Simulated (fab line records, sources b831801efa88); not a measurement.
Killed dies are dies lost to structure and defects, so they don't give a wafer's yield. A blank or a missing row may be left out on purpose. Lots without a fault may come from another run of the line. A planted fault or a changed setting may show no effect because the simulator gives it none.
fab line records | flow sky130
record lots=5 wafers=15 last_day=49
route steps=708 shown METAL5@667 PASSIVATION@681 PAD_OPEN@694
lots that met no fault: from a run of the same line without faults
start_h: hours from the record's first day to the start of the lot's first wafer shown | wait_h: hours since the lot's step before | " the same as in the row above | L1.1+2: a row that stands for several wafers | - no value, or no start given | * or withheld: withheld | < > ~ a bound
route shown NAME@n: a module of which the file shows steps, and the number in the route of the first | usual: mean/standard deviation of fault-free wafers | same: alike in all rows | chamber/n: place in a boat | sites: the reading at each site | _std_site: their standard deviation | _edge_site: outer sites' mean less inner sites' | radius_mm: how far each site lies from the wafer's centre | mask NAME#n: copy n | behind: the tool/chamber that last shaped the wafer | hold: why the lot was held/for how many hours/how that ended | device: the transistor (n, p or np) that didn't switch | end of line: the same wafers' tests at the end of the route | a step without rows: its recipe alone | killed: dies lost to structure and defects at the first sort, not the wafer's yield | map: a wafer's dies, x killed, . not, _ none there
set.NAME: the setting as run; set.NAME@STEP: as run at that earlier step | model.NAME: the simulator's own value behind a step, which no gauge read
lots at some steps of the route; a table a step, a row a wafer
services: from which hour (start_h, from the record's first day; less than 0 if before it) a tool's chamber was out of use, for how many hours, and why
## steps
# step SKY_METAL5_THK_MEAS_06
# recipe thk_meas_gauge=xrf reads=AlCu_of_METAL5_SPUTTER_02
# usual METAL5_ALCU_THK=1134/14
# columns lot.wafer tool chamber start_h wait_h METAL5_ALCU_THK[nm]
L077.2 film_metro-01 - 1018.72 0.1 1137
L077.3 " - " " 1123
L077.4 " - " " 1135
L082.2 film_metro-01 - 1061.78 0.1 1160
L082.3 " - " " 1128
L082.6 " - " " 1143
L085.2 film_metro-03 - 1072.25 0.1 1119
L085.3 " - " " 1142
L085.5 " - " " 1109
L086.1 film_metro-03 - 1078.51 0.1 1130
L086.3 " - " " 1135
L086.6 " - " " 1135
L094.2 film_metro-02 - 1129.73 0.1 1137
L094.4 " - " " 1125
L094.6 " - " " 1129
# step SKY_METAL5_DEHYDRATE_07
# recipe temp_c=200 time_s=60
# columns lot.wafer tool chamber start_h wait_h
L077.2+3+4 litho_track-01 0 1028.88 10.1
L082.2+3+6 litho_track-02 0 1070.58 8.8
L085.2+3+5 litho_track-04 0 1083.30 11.0
L086.1+3+6 litho_track-04 0 1088.03 9.5
L094.2+4+6 litho_track-04 0 1137.70 8.0
# step SKY_METAL5_HMDS_08
# recipe prime_time_s=60 prime_temp_c=120
# columns lot.wafer tool chamber start_h wait_h
L077.2+3+4 litho_track-01 0 1029.03 0.1
L082.2+3+6 litho_track-02 0 1070.73 0.1
L085.2+3+5 litho_track-04 0 1083.45 0.1
L086.1+3+6 litho_track-04 0 1088.18 0.1
L094.2+4+6 litho_track-04 0 1137.85 0.1
# step SKY_METAL5_COAT_09
# recipe resist=NOVOLAK spin_rpm=3000 resist_thk_nm=1800
# columns lot.wafer tool chamber start_h wait_h
L077.2+3+4 litho_track-01 0 1029.18 0.1
L082.2+3+6 litho_track-02 0 1070.88 0.1
L085.2+3+5 litho_track-04 0 1083.60 0.1
L086.1+3+6 litho_track-04 0 1088.33 0.1
L094.2+4+6 litho_track-04 0 1138.00 0.1
# step SKY_METAL5_SOFTBAKE_10
# recipe temp_c=90 time_s=60 resist=NOVOLAK
# columns lot.wafer tool chamber start_h wait_h
L077.2+3+4 litho_track-01 0 1029.33 0.1
L082.2+3+6 litho_track-02 0 1071.03 0.1
L085.2+3+5 litho_track-04 0 1083.75 0.1
L086.1+3+6 litho_track-04 0 1088.48 0.1
L094.2+4+6 litho_track-04 0 1138.15 0.1
# step SKY_METAL5_EXPOSE_11
# recipe mask_id=MM5 na=0.6 source_shape=conventional sigma_outer=0.6 polarization=unpolarized target_cd_nm=1600 dose_mj=190
# usual stage_vel_mm_s=499.99/0.23
# columns lot.wafer tool chamber start_h wait_h mask stage_vel_mm_s
L077.2 iline_stepper-02 0 - - MM5#0 500.20
L077.3 " 0 " " MM5#0 500.22
L077.4 " 0 " " MM5#0 500.18
L082.2 iline_stepper-02 0 - - MM5#0 499.77
L082.3 " 0 " " MM5#0 499.57
L082.6 " 0 " " MM5#0 499.77
L085.2 iline_stepper-02 0 - - MM5#0 499.59
L085.3 " 0 " " MM5#0 500.02
L085.5 " 0 " " MM5#0 500.08
L086.1 iline_stepper-02 0 - - MM5#0 500.12
L086.3 " 0 " " MM5#0 500.15
L086.6 " 0 " " MM5#0 499.94
L094.2 iline_stepper-02 0 - - MM5#0 500.28
L094.4 " 0 " " MM5#0 500.08
L094.6 " 0 " " MM5#0 500.18
# step SKY_METAL5_PEB_12
# recipe temp_c=withheld time_s=* resist=NOVOLAK
# columns lot.wafer tool chamber start_h wait_h
L077.2+3+4 litho_track-01 0 - -
L082.2+3+6 litho_track-04 0 - -
L085.2+3+5 litho_track-01 0 - -
L086.1+3+6 litho_track-02 0 - -
L094.2+4+6 litho_track-02 0 - -
# step SKY_METAL5_DEVELOP_13
# recipe resist=NOVOLAK developer=TMAH develop_time_s=60 dev_temp_c=23
# columns lot.wafer tool chamber start_h wait_h
L077.2+3+4 litho_track-01 0 1041.23 0.1
L082.2+3+6 litho_track-04 0 1082.35 0.1
L085.2+3+5 litho_track-01 0 1092.98 0.1
L086.1+3+6 litho_track-02 0 1098.26 0.1
L094.2+4+6 litho_track-02 0 1148.18 0.1
# step SKY_METAL5_DESCUM_14
# recipe chemistry=O2 source_power_w=150 bias_power_w=0 pressure_mtorr=10 temp_c=40 time_s=11
# usual drypump_motor_current_A=5.8/0.46 oes_product_au=0.998/0.013
# columns lot.wafer tool chamber start_h wait_h drypump_motor_current_A oes_product_au rf_hours_counter_h
L077.2 rie_metal-03 1 1041.36 0.1 5.5 0.986 10
L077.3 " 0 " " 5.0 0.991 -
L077.4 " 1 " " 5.5 0.980 -
L082.2 rie_metal-03 1 1082.48 0.1 5.5 0.982 13
L082.3 " 1 " " 5.5 0.991 -
L082.6 " 1 " " 5.5 0.992 -
L085.2 rie_metal-04 1 1093.11 0.1 6.3 1.011 12
L085.3 " 1 " " 6.3 1.013 -
L085.5 " 1 " " 6.3 1.033 -
L086.1 rie_metal-04 0 1098.41 0.1 6.1 1.000 19
L086.3 " 0 " " 6.1 1.008 -
L086.6 " 1 " " 6.3 1.011 -
L094.2 rie_metal-03 0 1148.31 0.1 5.0 0.993 23
L094.4 " 0 " " 5.0 0.997 -
L094.6 " 1 " " 5.5 0.993 -
# step SKY_METAL5_METAL_ETCH_15
# recipe target_depth_a=12600 stop_on=SiO2 over_etch_frac=0.2 time_s=252 chemistry=Cl2/BCl3 resist_sidewall_deg=86 pressure_mtorr=10 icp_w=900 bias_w=48.5 Cl2_flow_sccm=60 bcl3_flow_sccm=30
# usual drypump_motor_current_A=5.8/0.46 mfc_cl2_sccm=60.02/0.16 oes_product_au=0.893/0.0049 throttle_valve_pct=22.264/0.009
# columns lot.wafer tool chamber start_h wait_h drypump_motor_current_A mfc_cl2_sccm oes_product_au rf_hours_counter_h throttle_valve_pct
L077.2 rie_metal-03 1 1041.39 0.0 5.5 59.93 0.890 10 22.275
L077.3 " 0 " " 5.1 59.71 0.895 - 22.267
L077.4 " 1 " " 5.5 60.13 0.890 - 22.256
L082.2 rie_metal-03 1 1082.51 0.0 5.5 59.98 0.886 13 22.255
L082.3 " 1 " " 5.5 60.04 0.892 - 22.277
L082.6 " 1 " " 5.5 60.12 0.901 - 22.267
L085.2 rie_metal-04 1 1093.14 0.0 6.3 59.98 0.893 13 22.264
L085.3 " 1 " " 6.3 60.24 0.898 - 22.269
L085.5 " 1 " " 6.3 60.28 0.885 - 22.268
L086.1 rie_metal-04 0 1098.44 0.0 6.1 59.77 0.891 19 22.267
L086.3 " 0 " " 6.1 59.91 0.881 - 22.269
L086.6 " 1 " " 6.3 60.08 0.896 - 22.256
L094.2 rie_metal-03 0 1148.34 0.0 5.0 59.86 0.898 23 22.272
L094.4 " 0 " " 5.0 59.66 0.900 - 22.273
L094.6 " 1 " " 5.5 59.71 0.890 - 22.242
# step SKY_METAL5_STRIP_16
# recipe chemistry=O2/N2 power_w=1400 pressure_mtorr=1500 platen_temp_c=withheld o2_flow_sccm=3000 n2_flow_sccm=300 overash_fraction=0.5
# usual drypump_motor_current_A=5.8/0.38 oes_product_au=0.710/0.0045 strip_time_to_endpoint_s=13.07/0.16
# same overash_fraction=0.5
# columns lot.wafer tool chamber start_h wait_h drypump_motor_current_A oes_product_au rf_hours_counter_h strip_time_to_endpoint_s
L077.2 plasma_asher-01 0 1041.63 0.2 5.5 0.712 63 13.29
L077.3 " 1 " " 6.3 0.711 - 13.21
L077.4 " 0 " " 5.5 0.710 - 13.19
L082.2 plasma_asher-01 0 1082.75 0.2 5.5 0.704 68 13.06
L082.3 " 0 " " 5.5 0.703 - 13.12
L082.6 " 0 " " 5.5 0.718 - 13.08
L085.2 plasma_asher-03 1 1093.38 0.2 5.6 0.706 3 12.79
L085.3 " 1 " " 5.6 0.709 - 12.81
L085.5 " 0 " " 6.3 0.719 - 12.87
L086.1 plasma_asher-03 0 1098.68 0.2 6.3 0.712 3 13.01
L086.3 " 1 " " 5.6 0.705 - 12.90
L086.6 " 0 " " 6.3 0.712 - 12.84
L094.2 plasma_asher-03 0 1148.58 0.2 6.3 0.711 6 13.19
L094.4 " 0 " " 6.3 0.706 - 13.20
L094.6 " 1 " " 5.6 0.715 - 13.20
# step SKY_METAL5_STRIP_17
# recipe chemistry=post_etch_residue_remover time_s=1200 temp_c=72.5
# columns lot.wafer tool chamber start_h wait_h
L077.2+3+4 wet_bench-02 3 1041.73 0.1
L082.2+3+6 wet_bench-03 0 1082.85 0.1
L085.2+3+5 wet_bench-04 3 1093.48 0.1
L086.1+3+6 wet_bench-02 0 1098.78 0.1
L094.2+4+6 wet_bench-04 0 1148.68 0.1
# step SKY_METAL5_CLEAN_18
# recipe chemistry=IPA time_s=180 temp_c=25
# columns lot.wafer tool chamber start_h wait_h
L077.2+3+4 wet_bench-04 0 1042.07 0.0
L082.2+3+6 wet_bench-02 3 1083.19 0.0
L085.2+3+5 wet_bench-04 1 1093.85 0.0
L086.1+3+6 wet_bench-03 1 1099.15 0.0
L094.2+4+6 wet_bench-04 1 1149.02 0.0
# step SKY_METAL5_CLEAN_19
# recipe chemistry=O3/DIW dry=n2_spin
# columns lot.wafer tool chamber start_h wait_h
L077.2+3+4 wet_bench-03 3 1042.13 0.0
L082.2+3+6 wet_bench-04 0 1083.25 0.0
L085.2+3+5 wet_bench-04 2 1093.91 0.0
L086.1+3+6 wet_bench-02 3 1099.21 0.0
L094.2+4+6 wet_bench-04 1 1149.08 0.0
# step SKY_PASSIVATION_CVD_00
# recipe material=SiO2 target_thk_nm=90 temp_c=400 time_s=withheld rf_w=600
# usual heater_power_outer_w=357/55 heater_power_w=620/75
# columns lot.wafer tool chamber start_h wait_h heater_power_outer_w heater_power_w
L077.2 pecvd-04 1 1042.23 0.0 362 677
L077.3 " 2 " " 271 509
L077.4 " 1 " " 373 657
L082.2 pecvd-03 0 1083.35 0.0 367 610
L082.3 " 2 " " 316 570
L082.6 " 1 " " 461 750
L085.2 pecvd-03 1 1094.01 0.0 467 749
L085.3 " 2 " " 321 593
L085.5 " 0 " " 363 611
L086.1 pecvd-03 1 1099.31 0.0 449 742
L086.3 " 0 " " 388 621
L086.6 " 2 " " 312 580
L094.2 pecvd-04 0 1149.17 0.0 327 582
L094.4 " 0 " " 330 579
L094.6 " 2 " " 232 459
# step SKY_PASSIVATION_THK_MEAS_01
# recipe reads=SiO2_of_PASSIVATION_CVD_00
# usual PASSIVATION_CVD_00_THK=89.7/1.1
# columns lot.wafer tool chamber start_h wait_h PASSIVATION_CVD_00_THK[nm]
L077.2 film_metro-02 - 1042.26 - 89.0
L077.3 " - " " 88.2
L077.4 " - " " 89.8
L082.2 film_metro-03 - 1083.38 - 88.1
L082.3 " - " " 87.5
L082.6 " - " " 89.0
L085.2 film_metro-04 - 1094.04 - 88.4
L085.3 " - " " 90.3
L085.5 " - " " 89.9
L086.1 film_metro-04 - 1099.33 - 87.7
L086.3 " - " " 89.1
L086.6 " - " " 90.8
L094.2 film_metro-03 - 1149.20 - 91.2
L094.4 " - " " 90.1
L094.6 " - " " 90.5
# step SKY_PASSIVATION_CVD_02
# recipe material=Si3N4 target_thk_nm=540 temp_c=400 time_s=withheld rf_w=450
# usual heater_power_outer_w=403/56 heater_power_w=683/78
# columns lot.wafer tool chamber start_h wait_h heater_power_outer_w heater_power_w
L077.2 pecvd-03 1 1042.31 0.0 536 862
L077.3 " 2 " " 389 655
L077.4 " 0 " " 414 660
L082.2 pecvd-04 0 1083.43 0.0 450 747
L082.3 " 2 " " 342 594
L082.6 " 2 " " 349 609
L085.2 pecvd-03 0 1094.09 0.0 439 688
L085.3 " 1 " " 423 712
L085.5 " 1 " " 440 746
L086.1 pecvd-04 1 1099.39 0.1 429 720
L086.3 " 0 " " 392 668
L086.6 " 2 " " 312 553
L094.2 pecvd-02 0 1149.25 0.0 420 664
L094.4 " 1 " " 503 835
L094.6 " 2 " " 398 709
# step SKY_PASSIVATION_THK_MEAS_03
# recipe reads=Si3N4_of_PASSIVATION_CVD_02
# usual PASSIVATION_CVD_02_THK=540/7.8
# columns lot.wafer tool chamber start_h wait_h PASSIVATION_CVD_02_THK[nm]
L077.2 film_metro-02 - 1042.54 - 525
L077.3 " - " " 531
L077.4 " - " " 544
L082.2 film_metro-02 - 1083.66 - 540
L082.3 " - " " 546
L082.6 " - " " 550
L085.2 film_metro-04 - 1094.33 - 531
L085.3 " - " " 523
L085.5 " - " " 528
L086.1 film_metro-03 - 1099.61 - 532
L086.3 " - " " 542
L086.6 " - " " 540
L094.2 film_metro-02 - 1149.49 - 534
L094.4 " - " " 558
L094.6 " - " " 551
# step SKY_PASSIVATION_DEHYDRATE_04
# recipe temp_c=200 time_s=60
# columns lot.wafer tool chamber start_h wait_h
L077.2+3+4 litho_track-04 0 1053.00 10.4
L082.2+3+6 litho_track-01 0 1091.83 8.2
L085.2+3+5 litho_track-04 0 1104.50 10.2
L086.1+3+6 litho_track-03 0 1109.09 9.5
L094.2+4+6 litho_track-03 0 1156.66 7.2
# step SKY_PASSIVATION_HMDS_05
# recipe prime_time_s=60 prime_temp_c=120
# columns lot.wafer tool chamber start_h wait_h
L077.2+3+4 litho_track-04 0 1053.15 0.1
L082.2+3+6 litho_track-01 0 1091.98 0.1
L085.2+3+5 litho_track-04 0 1104.65 0.1
L086.1+3+6 litho_track-03 0 1109.24 0.1
L094.2+4+6 litho_track-03 0 1156.81 0.1
# step SKY_PASSIVATION_COAT_06
# recipe spin_rpm=2000 resist_thk_nm=3000
# columns lot.wafer tool chamber start_h wait_h
L077.2+3+4 litho_track-04 0 1053.30 0.1
L082.2+3+6 litho_track-01 0 1092.13 0.1
L085.2+3+5 litho_track-04 0 1104.80 0.1
L086.1+3+6 litho_track-03 0 1109.39 0.1
L094.2+4+6 litho_track-03 0 1156.96 0.1
# step SKY_PASSIVATION_SOFTBAKE_07
# recipe temp_c=110 time_s=withheld
# columns lot.wafer tool chamber start_h wait_h
L077.2+3+4 litho_track-04 0 1053.46 0.1
L082.2+3+6 litho_track-01 0 1092.29 0.1
L085.2+3+5 litho_track-04 0 1104.96 0.1
L086.1+3+6 litho_track-03 0 1109.54 0.1
L094.2+4+6 litho_track-03 0 1157.12 0.1
# step SKY_PASSIVATION_EXPOSE_08
# recipe mask_id=NSM target_cd_nm=3000 na=0.57 dose_mj=260
# usual stage_vel_mm_s=500.00/0.24
# columns lot.wafer tool chamber start_h wait_h mask stage_vel_mm_s
L077.2 iline_stepper-02 0 - - NSM#0 499.77
L077.3 " 0 " " NSM#0 500.00
L077.4 " 0 " " NSM#0 499.86
L082.2 iline_stepper-02 0 - - NSM#0 499.90
L082.3 " 0 " " NSM#0 499.81
L082.6 " 0 " " NSM#0 499.70
L085.2 iline_stepper-02 0 - - NSM#0 499.97
L085.3 " 0 " " NSM#0 500.39
L085.5 " 0 " " NSM#0 500.12
L086.1 iline_stepper-02 0 - - NSM#0 499.96
L086.3 " 0 " " NSM#0 500.21
L086.6 " 0 " " NSM#0 500.40
L094.2 iline_stepper-01 0 - - NSM#0 499.69
L094.4 " 0 " " NSM#0 500.05
L094.6 " 0 " " NSM#0 499.91
# step SKY_PASSIVATION_PEB_09
# recipe temp_c=115 time_s=withheld
# columns lot.wafer tool chamber start_h wait_h
L077.2+3+4 litho_track-04 0 - -
L082.2+3+6 litho_track-01 0 - -
L085.2+3+5 litho_track-03 0 - -
L086.1+3+6 litho_track-04 0 - -
L094.2+4+6 litho_track-03 0 - -
# step SKY_PASSIVATION_DEVELOP_10
# recipe develop_time_s=60 dev_temp_c=23
# columns lot.wafer tool chamber start_h wait_h
L077.2+3+4 litho_track-04 0 - -
L082.2+3+6 litho_track-01 0 - -
L085.2+3+5 litho_track-03 0 - -
L086.1+3+6 litho_track-04 0 - -
L094.2+4+6 litho_track-03 0 - -
# step SKY_PASSIVATION_ETCH_11
# recipe chemistry=CF4/O2 target_depth_nm=725 stop_on=AlCu source_w=800 bias_w=150 pressure_mtorr=150 cf4_flow_sccm=80 O2_flow_sccm=10 time_s=161.1
# usual drypump_motor_current_A=5.8/0.37 oes_product_au=0.978/0.0071 throttle_valve_pct=5.964/0.0098
# columns lot.wafer tool chamber start_h wait_h drypump_motor_current_A oes_product_au rf_hours_counter_h throttle_valve_pct
L077.2 rie_diel-02 1 1065.23 - 5.3 0.970 24 5.949
L077.3 " 0 " " 5.8 0.966 9 5.938
L077.4 " 2 " " 6.2 0.984 7 5.952
L082.2 rie_diel-03 1 1102.66 - 5.8 0.984 16 5.951
L082.3 " 2 " " 6.0 0.981 29 5.966
L082.6 " 2 " " 6.0 0.982 - 5.949
L085.2 rie_diel-02 0 1113.64 - 5.8 0.974 11 5.973
L085.3 " 1 " " 5.3 0.963 25 5.958
L085.5 " 0 " " 5.8 0.962 - 5.961
L086.1 rie_diel-04 0 1117.93 - 5.7 0.976 14 5.963
L086.3 " 1 " " 6.6 0.979 17 5.971
L086.6 " 1 " " 6.6 0.986 - 5.965
L094.2 rie_diel-04 2 1166.34 - 6.0 0.969 15 5.958
L094.4 " 0 " " 5.7 0.986 15 5.970
L094.6 " 1 " " 6.6 0.981 - 5.969
# step SKY_PASSIVATION_STRIP_12
# recipe chemistry=O2/N2 power_w=1400 pressure_mtorr=1500 platen_temp_c=withheld overash_fraction=0.7 o2_flow_sccm=3000 n2_flow_sccm=300
# usual drypump_motor_current_A=5.9/0.35 oes_product_au=0.661/0.0049 strip_time_to_endpoint_s=31.50/0.13
# same overash_fraction=0.7
# columns lot.wafer tool chamber start_h wait_h drypump_motor_current_A oes_product_au rf_hours_counter_h strip_time_to_endpoint_s
L077.2 plasma_asher-03 0 1065.33 0.1 6.3 0.659 0 31.53
L077.3 " 0 " " 6.3 0.653 - 31.67
L077.4 " 1 " " 5.6 0.657 - 31.61
L082.2 plasma_asher-04 0 1102.76 0.1 5.9 0.666 33 31.65
L082.3 " 1 " " 5.3 0.673 - 31.43
L082.6 " 1 " " 5.3 0.662 - 31.51
L085.2 plasma_asher-02 1 1113.74 0.1 6.2 0.662 99 31.56
L085.3 " 0 " " 6.1 0.662 - 31.45
L085.5 " 1 " " 6.2 0.660 - 31.53
L086.1 plasma_asher-04 1 1118.03 0.1 5.3 0.659 35 31.48
L086.3 " 0 " " 5.9 0.656 - 31.43
L086.6 " 0 " " 5.9 0.658 - 31.41
L094.2 plasma_asher-02 0 1166.44 0.1 6.1 0.661 104 31.37
L094.4 " 0 " " 6.1 0.655 - 31.58
L094.6 " 1 " " 6.2 0.655 - 31.40
# step SKY_PAD_OPEN_DEHYDRATE_00
# recipe temp_c=200 time_s=60
# columns lot.wafer tool chamber start_h wait_h
L077.2+3+4 litho_track-03 0 1074.91 9.5
L082.2+3+6 litho_track-03 0 1111.51 8.7
L085.2+3+5 litho_track-01 0 1123.08 9.3
L086.1+3+6 litho_track-01 0 1128.31 10.2
L094.2+4+6 litho_track-01 0 1174.03 7.6
# step SKY_PAD_OPEN_HMDS_01
# recipe prime_time_s=60 prime_temp_c=120.8
# columns lot.wafer tool chamber start_h wait_h
L077.2+3+4 litho_track-03 0 1075.06 0.1
L082.2+3+6 litho_track-03 0 1111.66 0.1
L085.2+3+5 litho_track-01 0 1123.23 0.1
L086.1+3+6 litho_track-01 0 1128.46 0.1
L094.2+4+6 litho_track-01 0 1174.18 0.1
# step SKY_PAD_OPEN_COAT_02
# recipe spin_rpm=2000 resist_thk_nm=3000
# columns lot.wafer tool chamber start_h wait_h
L077.2+3+4 litho_track-03 0 1075.21 0.1
L082.2+3+6 litho_track-03 0 1111.81 0.1
L085.2+3+5 litho_track-01 0 1123.38 0.1
L086.1+3+6 litho_track-01 0 1128.61 0.1
L094.2+4+6 litho_track-01 0 1174.33 0.1
# step SKY_PAD_OPEN_SOFTBAKE_03
# recipe temp_c=110 time_s=withheld
# columns lot.wafer tool chamber start_h wait_h
L077.2+3+4 litho_track-03 0 1075.37 0.1
L082.2+3+6 litho_track-03 0 1111.97 0.1
L085.2+3+5 litho_track-01 0 1123.54 0.1
L086.1+3+6 litho_track-01 0 1128.76 0.1
L094.2+4+6 litho_track-01 0 1174.49 0.1
# step SKY_PAD_OPEN_EXPOSE_04
# recipe mask_id=PDM target_cd_nm=60000 na=0.57 dose_mj=260
# usual stage_vel_mm_s=499.94/0.28
# columns lot.wafer tool chamber start_h wait_h mask stage_vel_mm_s
L077.2 iline_stepper-01 0 - - PDM#0 499.61
L077.3 " 0 " " PDM#0 499.76
L077.4 " 0 " " PDM#0 500.02
L082.2 iline_stepper-01 0 - - PDM#0 500.02
L082.3 " 0 " " PDM#0 500.30
L082.6 " 0 " " PDM#0 500.07
L085.2 iline_stepper-01 0 - - PDM#0 499.59
L085.3 " 0 " " PDM#0 499.65
L085.5 " 0 " " PDM#0 499.68
L086.1 iline_stepper-01 0 - - PDM#0 499.90
L086.3 " 0 " " PDM#0 500.21
L086.6 " 0 " " PDM#0 499.98
L094.2 iline_stepper-02 0 - - PDM#0 500.31
L094.4 " 0 " " PDM#0 499.85
L094.6 " 0 " " PDM#0 500.35
# step SKY_PAD_OPEN_PEB_05
# recipe temp_c=115 time_s=withheld
# columns lot.wafer tool chamber start_h wait_h
L077.2+3+4 litho_track-02 0 - -
L082.2+3+6 litho_track-03 0 - -
L085.2+3+5 litho_track-02 0 - -
L086.1+3+6 litho_track-03 0 - -
L094.2+4+6 litho_track-03 0 - -
# step SKY_PAD_OPEN_DEVELOP_06
# recipe develop_time_s=60 dev_temp_c=23
# columns lot.wafer tool chamber start_h wait_h
L077.2+3+4 litho_track-02 0 - -
L082.2+3+6 litho_track-03 0 - -
L085.2+3+5 litho_track-02 0 - -
L086.1+3+6 litho_track-03 0 - -
L094.2+4+6 litho_track-03 0 - -
# step SKY_PAD_OPEN_ETCH_07
# recipe chemistry=CF4/O2 target_depth_nm=725 stop_on=AlCu source_w=800 bias_w=150 pressure_mtorr=150 cf4_flow_sccm=80 O2_flow_sccm=10 time_s=161.1
# usual drypump_motor_current_A=5.7/0.34 oes_product_au=0.977/0.0075 throttle_valve_pct=5.965/0.0089
# columns lot.wafer tool chamber start_h wait_h drypump_motor_current_A oes_product_au rf_hours_counter_h throttle_valve_pct
L077.2 rie_diel-01 1 1086.46 - 5.6 0.970 13 5.970
L077.3 " 2 " " 5.9 0.962 22 5.966
L077.4 " 3 " " 4.9 0.974 8 5.961
L082.2 rie_diel-03 2 1121.19 - 6.0 0.972 30 5.956
L082.3 " 1 " " 5.8 0.982 17 5.958
L082.6 " 1 " " 5.8 0.990 - 5.969
L085.2 rie_diel-03 3 1133.11 - 5.8 0.975 29 5.953
L085.3 " 0 " " 5.5 0.965 22 5.960
L085.5 " 0 " " 5.5 0.968 - 5.965
L086.1 rie_diel-03 1 1137.24 - 5.9 0.977 18 5.963
L086.3 " 2 " " 6.0 0.980 30 5.982
L086.6 " 0 " " 5.5 0.976 - 5.977
L094.2 rie_diel-02 1 1183.39 - 5.3 0.975 28 5.960
L094.4 " 0 " " 5.8 0.988 14 5.964
L094.6 " 2 " " 6.2 0.987 - 5.975
# step SKY_PAD_OPEN_STRIP_08
# recipe chemistry=O2/N2 power_w=1400 pressure_mtorr=1500 platen_temp_c=withheld overash_fraction=0.7 o2_flow_sccm=3000 n2_flow_sccm=300
# usual drypump_motor_current_A=6.0/0.32 oes_product_au=0.663/0.0047 strip_time_to_endpoint_s=37.03/0.098
# same overash_fraction=0.7
# columns lot.wafer tool chamber start_h wait_h drypump_motor_current_A oes_product_au rf_hours_counter_h strip_time_to_endpoint_s
L077.2 plasma_asher-01 1 1086.56 0.1 6.3 0.660 68 37.15
L077.3 " 1 " " 6.3 0.662 - 37.29
L077.4 " 0 " " 5.5 0.658 - 37.14
L082.2 plasma_asher-01 0 1121.29 0.1 5.5 0.670 73 37.15
L082.3 " 1 " " 6.3 0.666 - 37.06
L082.6 " 1 " " 6.2 0.663 - 37.15
L085.2 plasma_asher-02 0 1133.21 0.1 6.1 0.665 101 36.94
L085.3 " 1 " " 6.3 0.663 - 37.01
L085.5 " 0 " " 6.1 0.660 - 36.96
L086.1 plasma_asher-01 1 1137.34 0.1 6.3 0.659 74 37.02
L086.3 " 1 " " 6.3 0.666 - 37.03
L086.6 " 0 " " 5.5 0.668 - 36.94
L094.2 plasma_asher-01 0 1183.49 0.1 5.5 0.670 79 36.96
L094.4 " 0 " " 5.5 0.660 - 37.07
L094.6 " 1 " " 6.3 0.656 - 37.14
# step SKY_PAD_OPEN_STRIP_09
# recipe chemistry=post_etch_residue_remover time_s=1200 temp_c=72.5
# columns lot.wafer tool chamber start_h wait_h
L077.2+3+4 wet_bench-01 2 1086.66 0.1
L082.2+3+6 wet_bench-03 1 1121.39 0.1
L085.2+3+5 wet_bench-01 0 1133.43 0.2
L086.1+3+6 wet_bench-03 3 1137.44 0.1
L094.2+4+6 wet_bench-04 0 1183.59 0.1
# step SKY_PAD_OPEN_CLEAN_10
# recipe chemistry=IPA time_s=180 temp_c=25
# columns lot.wafer tool chamber start_h wait_h
L077.2+3+4 wet_bench-04 0 1087.01 0.0
L082.2+3+6 wet_bench-01 0 1121.74 0.0
L085.2+3+5 wet_bench-01 2 1133.77 0.0
L086.1+3+6 wet_bench-01 3 1137.79 0.0
L094.2+4+6 wet_bench-01 0 1183.94 0.0
# step SKY_PAD_OPEN_CLEAN_11
# recipe chemistry=O3/DIW dry=n2_spin
# columns lot.wafer tool chamber start_h wait_h
L077.2+3+4 wet_bench-01 0 1087.07 0.0
L082.2+3+6 wet_bench-04 2 1121.79 0.0
L085.2+3+5 wet_bench-01 1 1133.92 0.1
L086.1+3+6 wet_bench-03 0 1137.84 0.0
L094.2+4+6 wet_bench-04 0 1183.99 0.0
# step SKY_PAD_OPEN_ANNEAL_12
# recipe temp_c=398.3 time_s=withheld ambient=N2/H2 idle_temp_c=300 ramp_up_c_per_min=8 ramp_down_c_per_min=4
# usual spike_tc_centre_C=399.0/1.1 zone_power_top_pct=10.6/0.77 zone_power_upper_pct=4.07/0.14
# columns lot.wafer tool chamber start_h wait_h spike_tc_centre_C zone_power_top_pct zone_power_upper_pct
L077.2 furnace-02 0 1087.16 0.0 398.4 11.0 4.14
L077.3 " 0 " " 400.2 11.4 4.16
L077.4 " 0 " " 400.4 11.4 4.10
L082.2 furnace-01 0 1121.89 0.0 400.5 9.7 3.97
L082.3 " 0 " " 399.7 9.9 3.94
L082.6 " 0 " " 398.6 9.7 3.99
L085.2 furnace-02 0 1134.01 0.0 399.2 11.2 4.16
L085.3 " 0 " " 399.0 11.4 4.24
L085.5 " 0 " " 397.4 11.2 4.17
L086.1 furnace-01 0 1137.94 0.0 399.9 9.8 3.97
L086.3 " 0 " " 399.1 9.8 3.93
L086.6 " 0 " " 398.2 9.7 3.97
L094.2 furnace-01 0 1184.09 0.0 399.4 9.7 3.98
L094.4 " 0 " " 400.6 9.8 3.89
L094.6 " 0 " " 399.6 9.8 3.90
# step SKY_PAD_OPEN_BOW_MEAS_13
# recipe mode=bow
# usual PAD_OPEN_BOW=47/9.8
# columns lot.wafer tool chamber start_h wait_h PAD_OPEN_BOW[um]
L077.2 film_metro-01 - 1088.68 - 65
L077.3 " - " " 31
L077.4 " - " " 41
L082.2 film_metro-03 - 1123.41 - 48
L082.3 " - " " 45
L082.6 " - " " 57
L085.2 film_metro-01 - 1135.53 - 55
L085.3 " - " " 47
L085.5 " - " " 45
L086.1 film_metro-01 - 1139.44 - 55
L086.3 " - " " 43
L086.6 " - " " 55
L094.2 film_metro-01 - 1185.61 - 41
L094.4 " - " " 36
L094.6 " - " " 36
## services
# columns tool chamber start_h hours kind
iline_stepper-01 - 1020.40 6.4 repair
plasma_asher-03 - 1021.48 0.5 repair
plasma_asher-03 - 1026.16 1.0 repair
wet_bench-04 - 1026.85 5.0 repair
wet_bench-01 - 1027.67 7.6 repair
iline_stepper-02 - 1031.04 4.4 repair
pecvd-03 - 1033.40 1.8 repair
rie_diel-03 0 1048.52 3.8 repair
pecvd-04 0 1053.10 10.2 repair
plasma_asher-03 - 1055.25 9.0 pm
pecvd-03 - 1077.40 0.6 repair
plasma_asher-03 - 1080.42 5.5 repair
iline_stepper-01 - 1083.10 5.0 repair
rie_diel-03 0 1085.31 4.1 repair
plasma_asher-03 - 1107.66 14.6 pm
rie_diel-03 0 1121.06 10.2 repair
iline_stepper-02 - 1129.21 7.4 repair
iline_stepper-02 - 1142.58 1.7 pm
pecvd-03 - 1145.06 0.7 repair
iline_stepper-02 - 1152.91 5.1 repair
pecvd-03 - 1154.29 5.5 pm
pecvd-03 - 1163.20 1.0 repair
rie_metal-03 - 1172.38 0.1 repair
pecvd-03 - 1172.76 2.9 repair
## key
fault none
